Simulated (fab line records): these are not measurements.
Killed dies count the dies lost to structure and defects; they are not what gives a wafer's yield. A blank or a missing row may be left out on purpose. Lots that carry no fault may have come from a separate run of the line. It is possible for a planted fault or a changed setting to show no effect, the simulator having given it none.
Problem report, 8D (eight disciplines) form, completed by code :: flow sky130 :: the parts of the form that need people (team, actions taken, sign-off) are left out

1. WHAT IS WRONG
Across 2 wafers from 2 lots, PASSIVATION_CVD_02_THK at SKY_PASSIVATION_THK_MEAS_03 averages 420 nm, while fault-free wafers read 541 nm with a standard deviation of 6.8. That puts it -18 standard deviations away from the usual mean.
First observed at day 46 15:59: wafer L598.5, on film_metro-03. The record has a number at this step for 36 wafers belonging to 12 lots. Rule for "out" (also "out of limits"): further than 4 standard deviations from the usual mean. Any other wafer with a number is counted as sound.

2. WHAT IT IS AND WHAT IT IS NOT
question: which readings at this step
is: PASSIVATION_CVD_02_THK
is not: -

question: which lots
is: L598, L600
is not: L589, L593, L594, L595, L597, L604, L605, L606, L611, L612

question: which wafers of those lots
is: L598.5, L600.6
is not: L598.1, L598.6, L600.2, L600.3

question: read on which gauges
is: film_metro-03
is not: film_metro-01, film_metro-02

question: when
is: from day 46 15:59
is not: up to then (17 sound wafers); but 17 sound wafers of L600, L604, L605, L606, L611, L612 came after

3. SUSPECTS, AND WHAT RULES EACH OUT
Counting: any tool at a process step up to the reading remains a suspect provided it ran every lot that is out. Sound lots after the first of them don't rule it out here, since some wafers of a struck lot are sound.
- the gauge at SKY_PASSIVATION_THK_MEAS_03 has been ruled out. All the wafers that are out were read on film_metro-03, but those of them that SKY_PASSIVATION_ETCH_11 has rows for are out there too, on other tools.
- pecvd-04 at SKY_PASSIVATION_CVD_02 (deposits Si3N4, target thk 540 nm): kept. Ran every lot that is out, first one L598 (day 46 15:46); last sound lot up to then L597 (day 46 05:31).
- Within pecvd-04 at SKY_PASSIVATION_CVD_02: the wafers that are out ran in chamber 0; their sound lot-mates ran in chambers 1, 2.
After counting, what remains is pecvd-04 at SKY_PASSIVATION_CVD_02.

4. THE CAUSE (what the simulator had put in)
pecvd-04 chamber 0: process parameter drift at SKY_PASSIVATION_CVD_02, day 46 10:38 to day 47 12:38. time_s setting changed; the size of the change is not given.
This tool alone remained once counting was done.

5. SEQUENCE OF EFFECTS, ordered by route
Each row: a reading where the mean over the struck wafers with a number is more than 3 standard deviations away from the usual. Only readings whose record carries a usual standard deviation are examined. hours: median over the lots of the time between each lot's start at the first step of this table that gives one and its start at this step. sigmas: the change, counted in usual standard deviations.
hours: 0
step: SKY_PASSIVATION_THK_MEAS_03
reading: PASSIVATION_CVD_02_THK
usual: 541 nm
on struck wafers: 420
change: -120
sigmas: -18

hours: 20
step: SKY_PASSIVATION_ETCH_11
reading: oes_product_au
usual: 0.979 a.u.
on struck wafers: 0.870
change: -0.109
sigmas: -16

hours: 40
step: SKY_PAD_OPEN_ETCH_07
reading: oes_product_au
usual: 0.979 a.u.
on struck wafers: 0.885
change: -0.094
sigmas: -13

hours: 40
step: SKY_PAD_OPEN_ETCH_07
reading: throttle_valve_pct
usual: 5.965 %
on struck wafers: 5.933
change: -0.032
sigmas: -3.4
Here are the process steps it includes:
- SKY_PASSIVATION_ETCH_11: etches the open film in CF4/O2, stops on AlCu, target depth 725 nm, time 161.1 s.
- SKY_PAD_OPEN_ETCH_07: etches the open film in CF4/O2, stops on AlCu, target depth 725 nm, time 161.1 s.

6. HOW IT WOULD HAVE BEEN CAUGHT EARLIER
The first out-of-limits reading at a measuring or inspecting step in this record came at day 46 15:59, 5 hours after the fault's start at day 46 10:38.
An alarm limit of 4 standard deviations would not have fired on the tool readings at SKY_PASSIVATION_CVD_02 for which the record gives a usual standard deviation, since none of them was out on any struck wafer.
Of the lots that are out (2), L600 began SKY_PASSIVATION_CVD_02 on pecvd-04 after day 46 15:59. A tool hold placed at that time would have kept it from harm.
